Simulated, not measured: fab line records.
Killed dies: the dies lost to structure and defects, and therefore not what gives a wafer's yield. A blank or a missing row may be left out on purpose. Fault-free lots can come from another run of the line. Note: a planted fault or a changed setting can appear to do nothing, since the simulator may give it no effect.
fab line records + flow sky130
record
- lots=15
- wafers=45
- lastDay=50
route steps=708 shown POLY_CUT@315 RES_XHIGH@338 LI_CONTACT@374
lots with no fault: from the same line, run without faults
startH: hours from the record's opening day to when the first of the lot's shown wafers began + waitH: hours since the lot's step before + " as in the row above + L1.1+2: a row that stands for several wafers + - value missing, or start not given + * or withheld: withheld + < > ~ a bound
route shown NAME@n: names a module that has steps shown in the file, with the first one's number in the route + usual: mean/standard deviation of fault-free wafers + same: alike in all rows + chamber/n: place in a boat + sites: readings site by site + _std_site: their standard deviation + _edge_site: outer sites' mean less inner sites' + radiusMm: how far each site lies from the wafer's centre + mask NAME#n: copy n + behind: tool/chamber where the wafer was last shaped + hold: why the lot was held/for how many hours/how that ended + device: which transistor (n, p or np) failed to switch + end of line: tests run on the same wafers once the route is complete + a step with no rows: only its recipe + killed: not the wafer's yield, but the dies lost to structure and defects at the first sort + map: a wafer's dies, x killed, . not, _ none there
set.NAME: the setting as run; set.NAME@STEP: as run at that earlier step + model.NAME: the simulator's own value behind a step, which no gauge read
a sample of lots followed through the steps of the route, with each step as a table and each wafer as a row
services: when a tool's chamber went out of use (startH, in hours from the record's first day, below 0 if earlier), for how many hours, and the reason
## steps
# step SKY_POLY_CUT_CD_MEAS_08
# recipe
- targetCdNm=270
# usual
- cdNm=270.3/1.5
| lot.wafer | tool     | chamber | startH | waitH | cdNm  |
|-----------|----------|---------|--------|-------|-------|
| L711.1    | cdSem-02 | -       | 557.08 | -     | 270.0 |
| L711.3    | "        | -       | "      | "     | 269.9 |
| L711.5    | "        | -       | "      | "     | 271.4 |
| L713.2    | cdSem-02 | -       | 576.53 | -     | 269.0 |
| L713.5    | "        | -       | "      | "     | 268.9 |
| L713.6    | "        | -       | "      | "     | 271.2 |
| L715.1    | cdSem-02 | -       | 590.16 | -     | 269.6 |
| L715.4    | "        | -       | "      | "     | 269.5 |
| L715.6    | "        | -       | "      | "     | 269.9 |
| L718.1    | cdSem-01 | -       | 610.53 | -     | 267.9 |
| L718.3    | "        | -       | "      | "     | 268.7 |
| L718.6    | "        | -       | "      | "     | 267.6 |
| L720.2    | cdSem-01 | -       | 650.05 | -     | 268.4 |
| L720.3    | "        | -       | "      | "     | 269.9 |
| L720.5    | "        | -       | "      | "     | 268.9 |
| L719.1    | cdSem-01 | -       | 650.58 | -     | 270.6 |
| L719.2    | "        | -       | "      | "     | 270.8 |
| L719.5    | "        | -       | "      | "     | 269.9 |
| L722.2    | cdSem-01 | -       | 651.02 | -     | 271.0 |
| L722.3    | "        | -       | "      | "     | 271.5 |
| L722.6    | "        | -       | "      | "     | 271.7 |
| L721.1    | cdSem-01 | -       | 651.12 | -     | 270.9 |
| L721.2    | "        | -       | "      | "     | 270.5 |
| L721.5    | "        | -       | "      | "     | 269.5 |
| L723.2    | cdSem-01 | -       | 656.70 | -     | 268.8 |
| L723.3    | "        | -       | "      | "     | 267.9 |
| L723.5    | "        | -       | "      | "     | 267.6 |
| L724.1    | cdSem-01 | -       | 667.89 | -     | 272.5 |
| L724.2    | "        | -       | "      | "     | 271.6 |
| L724.3    | "        | -       | "      | "     | 271.4 |
| L725.1    | cdSem-02 | -       | 675.33 | -     | 271.9 |
| L725.2    | "        | -       | "      | "     | 271.7 |
| L725.6    | "        | -       | "      | "     | 271.4 |
| L727.3    | cdSem-01 | -       | 687.82 | -     | 272.6 |
| L727.5    | "        | -       | "      | "     | 271.4 |
| L727.6    | "        | -       | "      | "     | 273.3 |
| L732.1    | cdSem-01 | -       | 721.28 | -     | 271.6 |
| L732.3    | "        | -       | "      | "     | 271.4 |
| L732.5    | "        | -       | "      | "     | 271.2 |
| L733.1    | cdSem-02 | -       | 732.63 | -     | 267.3 |
| L733.3    | "        | -       | "      | "     | 267.6 |
| L733.4    | "        | -       | "      | "     | 269.5 |
| L734.2    | cdSem-02 | -       | 736.50 | -     | 271.3 |
| L734.4    | "        | -       | "      | "     | 270.9 |
| L734.5    | "        | -       | "      | "     | 270.2 |
# step SKY_RES_XHIGH_DEVELOP_06
# recipe
- resist=NOVOLAK
- developer=TMAH
- developTimeS=60
- devTempC=23
# usual
- chillPlateTempC=23.02/0.12
- developTimeS=60/0
| lot.wafer | tool          | chamber | startH | waitH | chillPlateTempC | developTimeS |
|-----------|---------------|---------|--------|-------|-----------------|--------------|
| L711.1    | lithoTrack-04 | 0       | 615.52 | 0.1   | 23.22           | 60           |
| L711.3    | "             | 0       | "      | "     | 23.08           | 60           |
| L711.5    | "             | 0       | "      | "     | 23.04           | 60           |
| L713.2    | lithoTrack-03 | 0       | 632.49 | 0.1   | 22.85           | 60           |
| L713.5    | "             | 0       | "      | "     | 23.07           | 60           |
| L713.6    | "             | 0       | "      | "     | 23.16           | 60           |
| L715.1    | lithoTrack-03 | 0       | 646.71 | 0.1   | 22.82           | 60           |
| L715.4    | "             | 0       | "      | "     | 22.91           | 60           |
| L715.6    | "             | 0       | "      | "     | 22.90           | 60           |
| L718.1    | lithoTrack-01 | 0       | 666.63 | 0.1   | 23.20           | 60           |
| L718.3    | "             | 0       | "      | "     | 23.04           | 60           |
| L718.6    | "             | 0       | "      | "     | 23.17           | 60           |
| L720.2    | lithoTrack-04 | 0       | 705.80 | 0.1   | 22.96           | 60           |
| L720.3    | "             | 0       | "      | "     | 22.97           | 60           |
| L720.5    | "             | 0       | "      | "     | 23.03           | 60           |
| L719.1    | lithoTrack-03 | 0       | 706.46 | 0.1   | 23.03           | 60           |
| L719.2    | "             | 0       | "      | "     | 22.96           | 60           |
| L719.5    | "             | 0       | "      | "     | 22.92           | 60           |
| L722.2    | lithoTrack-01 | 0       | 707.50 | 0.1   | 22.85           | 60           |
| L722.3    | "             | 0       | "      | "     | 23.14           | 60           |
| L722.6    | "             | 0       | "      | "     | 23.07           | 60           |
| L721.1    | lithoTrack-03 | 0       | 708.16 | 0.1   | 22.96           | 60           |
| L721.2    | "             | 0       | "      | "     | 22.98           | 60           |
| L721.5    | "             | 0       | "      | "     | 23.25           | 60           |
| L723.2    | lithoTrack-03 | 0       | 712.59 | 0.1   | 23.06           | 60           |
| L723.3    | "             | 0       | "      | "     | 23.08           | 60           |
| L723.5    | "             | 0       | "      | "     | 23.02           | 60           |
| L724.1    | lithoTrack-03 | 0       | 723.16 | 0.1   | 22.65           | 60           |
| L724.2    | "             | 0       | "      | "     | 22.91           | 60           |
| L724.3    | "             | 0       | "      | "     | 22.93           | 60           |
| L725.1    | lithoTrack-04 | 0       | 731.42 | 0.1   | 22.98           | 60           |
| L725.2    | "             | 0       | "      | "     | 22.95           | 60           |
| L725.6    | "             | 0       | "      | "     | 22.98           | 60           |
| L727.3    | lithoTrack-03 | 0       | 742.56 | 0.1   | 23.18           | 60           |
| L727.5    | "             | 0       | "      | "     | 23.19           | 60           |
| L727.6    | "             | 0       | "      | "     | 23.02           | 60           |
| L732.1    | lithoTrack-04 | -       | 775.17 | 0.1   | -               | -            |
| L732.3    | "             | -       | "      | "     | -               | -            |
| L732.5    | "             | -       | "      | "     | -               | -            |
| L733.1    | lithoTrack-01 | -       | 787.33 | 0.1   | -               | -            |
| L733.3    | "             | -       | "      | "     | -               | -            |
| L733.4    | "             | -       | "      | "     | -               | -            |
| L734.2    | lithoTrack-01 | -       | 790.30 | 0.1   | -               | -            |
| L734.4    | "             | -       | "      | "     | -               | -            |
| L734.5    | "             | -       | "      | "     | -               | -            |
# step SKY_RES_XHIGH_TW_MEAS_09
# usual
- RES_XHIGH_TW=1657/13
| lot.wafer | tool         | chamber | startH | waitH | RES_XHIGH_TW |
|-----------|--------------|---------|--------|-------|--------------|
| L711.1    | filmMetro-03 | -       | 615.92 | 0.1   | 1640         |
| L711.3    | "            | -       | "      | "     | 1638         |
| L711.5    | "            | -       | "      | "     | 1648         |
| L713.2    | filmMetro-04 | -       | 632.87 | 0.1   | 1656         |
| L713.5    | "            | -       | "      | "     | 1671         |
| L713.6    | "            | -       | "      | "     | 1660         |
| L715.1    | filmMetro-03 | -       | 647.11 | 0.1   | 1648         |
| L715.4    | "            | -       | "      | "     | 1640         |
| L715.6    | "            | -       | "      | "     | 1652         |
| L718.1    | filmMetro-03 | -       | 667.03 | 0.1   | 1641         |
| L718.3    | "            | -       | "      | "     | 1648         |
| L718.6    | "            | -       | "      | "     | 1651         |
| L720.2    | filmMetro-03 | -       | 706.18 | 0.1   | 1645         |
| L720.3    | "            | -       | "      | "     | 1643         |
| L720.5    | "            | -       | "      | "     | 1651         |
| L719.1    | filmMetro-03 | -       | 706.86 | 0.1   | 1642         |
| L719.2    | "            | -       | "      | "     | 1643         |
| L719.5    | "            | -       | "      | "     | 1649         |
| L722.2    | filmMetro-04 | -       | 707.89 | 0.1   | 1669         |
| L722.3    | "            | -       | "      | "     | 1674         |
| L722.6    | "            | -       | "      | "     | 1673         |
| L721.1    | filmMetro-01 | -       | 708.56 | 0.1   | 1662         |
| L721.2    | "            | -       | "      | "     | 1653         |
| L721.5    | "            | -       | "      | "     | 1658         |
| L723.2    | filmMetro-03 | -       | 712.97 | 0.1   | 1646         |
| L723.3    | "            | -       | "      | "     | 1653         |
| L723.5    | "            | -       | "      | "     | 1646         |
| L724.1    | filmMetro-04 | -       | 723.56 | 0.1   | 1680         |
| L724.2    | "            | -       | "      | "     | 1678         |
| L724.3    | "            | -       | "      | "     | 1675         |
| L725.1    | filmMetro-01 | -       | 731.82 | 0.1   | 1648         |
| L725.2    | "            | -       | "      | "     | 1663         |
| L725.6    | "            | -       | "      | "     | 1665         |
| L727.3    | filmMetro-01 | -       | 742.93 | 0.1   | 1662         |
| L727.5    | "            | -       | "      | "     | 1666         |
| L727.6    | "            | -       | "      | "     | 1659         |
| L732.1    | filmMetro-03 | -       | 775.58 | 0.1   | 30           |
| L732.3    | "            | -       | "      | "     | 30           |
| L732.5    | "            | -       | "      | "     | 30           |
| L733.1    | filmMetro-01 | -       | 787.73 | 0.1   | 30           |
| L733.3    | "            | -       | "      | "     | 30           |
| L733.4    | "            | -       | "      | "     | 31           |
| L734.2    | filmMetro-04 | -       | 790.69 | 0.1   | 31           |
| L734.4    | "            | -       | "      | "     | 31           |
| L734.5    | "            | -       | "      | "     | 31           |
# step SKY_LI_CONTACT_CD_MEAS_12
# recipe
- targetCdNm=170
# usual
- cdNm=169.6/1.3
| lot.wafer | tool     | chamber | startH | waitH | cdNm  |
|-----------|----------|---------|--------|-------|-------|
| L711.1    | cdSem-01 | -       | 673.56 | -     | 171.4 |
| L711.3    | "        | -       | "      | "     | 171.1 |
| L711.5    | "        | -       | "      | "     | 169.7 |
| L713.2    | cdSem-01 | -       | 691.68 | -     | 169.7 |
| L713.5    | "        | -       | "      | "     | 169.4 |
| L713.6    | "        | -       | "      | "     | 170.0 |
| L715.1    | cdSem-01 | -       | 704.43 | -     | 169.4 |
| L715.4    | "        | -       | "      | "     | 170.1 |
| L715.6    | "        | -       | "      | "     | 169.0 |
| L718.1    | cdSem-02 | -       | 723.66 | -     | 169.8 |
| L718.3    | "        | -       | "      | "     | 170.2 |
| L718.6    | "        | -       | "      | "     | 170.5 |
| L720.2    | cdSem-01 | -       | 762.50 | -     | 168.7 |
| L720.3    | "        | -       | "      | "     | 169.9 |
| L720.5    | "        | -       | "      | "     | 167.9 |
| L719.1    | cdSem-02 | -       | 763.43 | -     | 168.1 |
| L719.2    | "        | -       | "      | "     | 168.8 |
| L719.5    | "        | -       | "      | "     | 168.5 |
| L722.2    | cdSem-02 | -       | 764.68 | -     | 169.1 |
| L722.3    | "        | -       | "      | "     | 170.5 |
| L722.6    | "        | -       | "      | "     | 170.7 |
| L721.1    | cdSem-02 | -       | 764.83 | -     | 168.2 |
| L721.2    | "        | -       | "      | "     | 168.8 |
| L721.5    | "        | -       | "      | "     | 168.6 |
| L723.2    | cdSem-02 | -       | 769.00 | -     | 168.6 |
| L723.3    | "        | -       | "      | "     | 170.2 |
| L723.5    | "        | -       | "      | "     | 171.5 |
| L724.1    | cdSem-01 | -       | 779.38 | -     | 168.3 |
| L724.2    | "        | -       | "      | "     | 169.2 |
| L724.3    | "        | -       | "      | "     | 167.5 |
| L725.1    | cdSem-02 | -       | 787.83 | -     | 172.1 |
| L725.2    | "        | -       | "      | "     | 170.7 |
| L725.6    | "        | -       | "      | "     | 170.2 |
| L727.3    | cdSem-02 | -       | 799.12 | -     | 167.5 |
| L727.5    | "        | -       | "      | "     | 168.4 |
| L727.6    | "        | -       | "      | "     | 167.3 |
| L732.1    | cdSem-02 | -       | 830.18 | -     | 171.9 |
| L732.3    | "        | -       | "      | "     | 171.4 |
| L732.5    | "        | -       | "      | "     | 171.4 |
| L733.1    | cdSem-02 | -       | 842.92 | -     | 168.9 |
| L733.3    | "        | -       | "      | "     | 171.2 |
| L733.4    | "        | -       | "      | "     | 171.1 |
| L734.2    | cdSem-01 | -       | 845.19 | -     | 168.9 |
| L734.4    | "        | -       | "      | "     | 169.4 |
| L734.5    | "        | -       | "      | "     | 168.6 |
# step SKY_LI_CONTACT_ETCH_15
# recipe
- target=PSG
- chemistry=C4F8/O2/Ar
- stopOn=Si
- taperDeg=4.15
- maskMaterial=KrF-thick
- sourceW=1500
- biasW=1200
- pressureMtorr=40
- c4f8FlowSccm=withheld
- O2_flow_sccm=6
- Ar_flow_sccm=300
- timeS=withheld
- targetDepthA=6000
# usual
- chamberPressureMTorr=40.00/0.036
- oesProductAu=0.837/0.0047
| lot.wafer | tool       | chamber | startH | waitH | chamberPressureMTorr | oesProductAu |
|-----------|------------|---------|--------|-------|----------------------|--------------|
| L711.1    | rieDiel-03 | 0       | 673.76 | 0.0   | 39.97                | 0.838        |
| L711.3    | "          | 1       | "      | "     | 40.03                | 0.840        |
| L711.5    | "          | 3       | "      | "     | 39.99                | 0.828        |
| L713.2    | rieDiel-01 | 0       | 691.86 | 0.0   | 40.00                | 0.834        |
| L713.5    | "          | 1       | "      | "     | 40.01                | 0.841        |
| L713.6    | "          | 0       | "      | "     | 39.97                | 0.841        |
| L715.1    | rieDiel-04 | 3       | 704.63 | 0.0   | 40.06                | 0.848        |
| L715.4    | "          | 0       | "      | "     | 40.01                | 0.843        |
| L715.6    | "          | 1       | "      | "     | 40.03                | 0.835        |
| L718.1    | rieDiel-03 | 0       | 723.86 | 0.0   | 40.01                | 0.835        |
| L718.3    | "          | 1       | "      | "     | 40.01                | 0.845        |
| L718.6    | "          | 3       | "      | "     | 39.99                | 0.840        |
| L720.2    | rieDiel-03 | 2       | 762.68 | 0.0   | 39.99                | 0.841        |
| L720.3    | "          | 1       | "      | "     | 39.91                | 0.837        |
| L720.5    | "          | 3       | "      | "     | 40.04                | 0.843        |
| L719.1    | rieDiel-01 | 3       | 763.63 | 0.0   | 39.98                | 0.837        |
| L719.2    | "          | 2       | "      | "     | 39.99                | 0.838        |
| L719.5    | "          | 1       | "      | "     | 39.98                | 0.835        |
| L722.2    | rieDiel-03 | 3       | 764.86 | 0.0   | 39.96                | 0.839        |
| L722.3    | "          | 2       | "      | "     | 39.96                | 0.833        |
| L722.6    | "          | 1       | "      | "     | 39.99                | 0.835        |
| L721.1    | rieDiel-04 | 3       | 765.03 | 0.0   | 39.98                | 0.838        |
| L721.2    | "          | 0       | "      | "     | 40.04                | 0.835        |
| L721.5    | "          | 2       | "      | "     | 40.01                | 0.837        |
| L723.2    | rieDiel-01 | 1       | 769.18 | 0.0   | 40.00                | 0.835        |
| L723.3    | "          | 0       | "      | "     | 39.99                | 0.836        |
| L723.5    | "          | 2       | "      | "     | 39.96                | 0.832        |
| L724.1    | rieDiel-03 | 3       | 779.58 | 0.0   | 40.03                | 0.843        |
| L724.2    | "          | 0       | "      | "     | 40.01                | 0.830        |
| L724.3    | "          | 1       | "      | "     | 40.05                | 0.843        |
| L725.1    | rieDiel-01 | 3       | 788.03 | 0.0   | 39.93                | 0.832        |
| L725.2    | "          | 0       | "      | "     | 39.97                | 0.835        |
| L725.6    | "          | 1       | "      | "     | 40.02                | 0.840        |
| L727.3    | rieDiel-04 | 3       | 799.28 | 0.0   | 39.99                | 0.835        |
| L727.5    | "          | 3       | "      | "     | 39.97                | 0.842        |
| L727.6    | "          | 0       | "      | "     | 39.99                | 0.841        |
| L732.1    | rieDiel-01 | 2       | 830.38 | 0.0   | 39.99                | 0.839        |
| L732.3    | "          | 0       | "      | "     | 39.95                | 0.843        |
| L732.5    | "          | 2       | "      | "     | 40.02                | 0.844        |
| L733.1    | rieDiel-03 | 3       | 843.11 | 0.0   | 40.03                | 0.833        |
| L733.3    | "          | 1       | "      | "     | 40.01                | 0.836        |
| L733.4    | "          | 3       | "      | "     | 40.01                | 0.841        |
| L734.2    | rieDiel-01 | 2       | 845.36 | 0.0   | 39.99                | 0.841        |
| L734.4    | "          | 3       | "      | "     | 40.03                | 0.838        |
| L734.5    | "          | 0       | "      | "     | 40.02                | 0.839        |
## services
| tool          | chamber | startH | hours | kind                     |
|---------------|---------|--------|-------|--------------------------|
| rieDiel-04    | 3       | 624.92 | 2.6   | repair                   |
| rieDiel-04    | 3       | 670.09 | 22.3  | repair                   |
| rieDiel-01    | 2       | 689.22 | -     | clean                    |
| rieDiel-01    | 2       | 689.22 | 17.0  | scheduledDown            |
| rieDiel-01    | 2       | 689.22 | 17.0  | ventCycle                |
| rieDiel-04    | 2       | 691.94 | 2.3   | repair                   |
| rieDiel-04    | 2       | 705.42 | -     | clean                    |
| rieDiel-04    | 2       | 705.42 | 19.5  | scheduledDown            |
| rieDiel-04    | 2       | 705.42 | 19.5  | ventCycle                |
| rieDiel-04    | 3       | 706.33 | 7.6   | repair                   |
| rieDiel-03    | 3       | 739.36 | -     | clean                    |
| rieDiel-03    | 3       | 739.36 | 23.0  | scheduledDown            |
| rieDiel-03    | 3       | 739.36 | 23.0  | ventCycle                |
| rieDiel-03    | 0       | 750.57 | 6.8   | repair                   |
| rieDiel-01    | -       | 757.49 | 0.4   | repair                   |
| rieDiel-01    | -       | 778.39 | 1.7   | repair                   |
| rieDiel-03    | 1       | 781.92 | -     | clean                    |
| rieDiel-03    | 1       | 781.92 | 27.9  | scheduledDown            |
| rieDiel-03    | 1       | 781.92 | 27.9  | ventCycle                |
| rieDiel-03    | 2       | 802.65 | 51.1  | repair                   |
| lithoTrack-03 | -       | 835.52 | -     | consumableReplace:filter |
| rieDiel-01    | 1       | 842.13 | 5.8   | repair                   |
## key
firstSign
- step=SKY_RES_XHIGH_DEVELOP_06
- reading=toolRecord
- direction=missing
effect
- step=SKY_RES_XHIGH_TW_MEAS_09
- reading=RES_XHIGH_TW
- direction=down
- sigmas=99+
- usual=1657
- struck=30
metAt SKY_RES_XHIGH_DEVELOP_06
struckLots L732,L733,L734
sortLeftOut L732.1,L732.3,L732.5,L733.1,L733.3,L733.4,L734.2,L734.4,L734.5
testerLeftOut L732,L733,L734
notActingAt SKY_POLY_CUT_CD_MEAS_08,SKY_LI_CONTACT_CD_MEAS_12,SKY_LI_CONTACT_ETCH_15
onsetBetween 731.42 775.17
fault
- kind=skippedStepWhole
- tool=lithoTrack-01,lithoTrack-04
- chamber=-
- onsetH=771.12
- steps=SKY_RES_XHIGH_DEVELOP_06
- scope=struckLotsOnly
# testerLeftOut: of these lots the tester's yield and bins aren't shown, on N5 and GAA mostly nor the transistor test; their killed dies are dies lost to structure and defects alone, not to doping, threshold or leakage, so they don't give the yield
# sortLeftOut: the simulated sort isn't trusted on such a fault, so these wafers' sort isn't shown, and their yield isn't known
